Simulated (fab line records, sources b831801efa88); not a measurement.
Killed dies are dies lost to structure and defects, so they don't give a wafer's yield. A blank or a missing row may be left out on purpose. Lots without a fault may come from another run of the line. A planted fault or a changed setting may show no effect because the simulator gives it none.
Which tool did it? | flow gf180mcu | 13 lots, 39 wafers sampled, at 1 step of a route of 602

WHAT THE GAUGES READ, wafer by wafer
GF_M1_THK_MEAS_06: measures by xrf. Usual: M1_ALCU_THK 448 nm, standard deviation 5.4.
lot  | measured     | on            | M1_ALCU_THK (nm) | flag
L657 | day 16 18:19 | film_metro-03 | 443 446 443      |
L658 | day 17 05:32 | film_metro-03 | 445 442 448      |
L659 | day 17 09:13 | film_metro-04 | 448 449 454      |
L660 | day 17 12:26 | film_metro-03 | 445 441 443      |
L661 | day 17 21:01 | film_metro-03 | 456 455 454      |
L662 | day 18 02:20 | film_metro-01 | 452 453 449      |
L663 | day 18 21:50 | film_metro-01 | 452 459 455      |
L667 | day 20 06:05 | film_metro-03 | 448 452 447      |
L669 | day 21 08:29 | film_metro-01 | 449 444 447      |
L672 | day 22 05:31 | film_metro-01 | 447 438 450      |
L675 | day 23 00:29 | film_metro-03 | 446 448 449      |
L678 | day 23 23:56 | film_metro-03 | 445 447 448      |
L679 | day 24 05:31 | film_metro-04 | 455 452 449      |

WHICH TOOL RAN EACH LOT (tool, then ch and the chambers of the sampled wafers, then the start)
The record holds no process step before these readings.

WHAT THE TOOLS THEMSELVES READ (means of the sampled wafers that have a number; where no wafer has one, the mark that the record gives instead)
The record holds no such reading with a usual standard deviation.

THE ANSWER, worked out from the rows above alone
Rule: a lot is off if the mean of its wafers that have a number lies more than 3 standard deviations from the usual mean. A lot without any number at a reading at which 4 lots or more have one is off too. The other lots that the step has rows for count as sound. The gauges are gone through in route order, then the tools' own readings, and for those a lot's mean is taken as printed above. The first step at which some lot is off is used, and at that step the reading that is off furthest; a lot without a number counts as furthest.
No lot is off at any reading shown: from this, nothing can be told.

WHAT THE SIMULATOR HAD PUT IN
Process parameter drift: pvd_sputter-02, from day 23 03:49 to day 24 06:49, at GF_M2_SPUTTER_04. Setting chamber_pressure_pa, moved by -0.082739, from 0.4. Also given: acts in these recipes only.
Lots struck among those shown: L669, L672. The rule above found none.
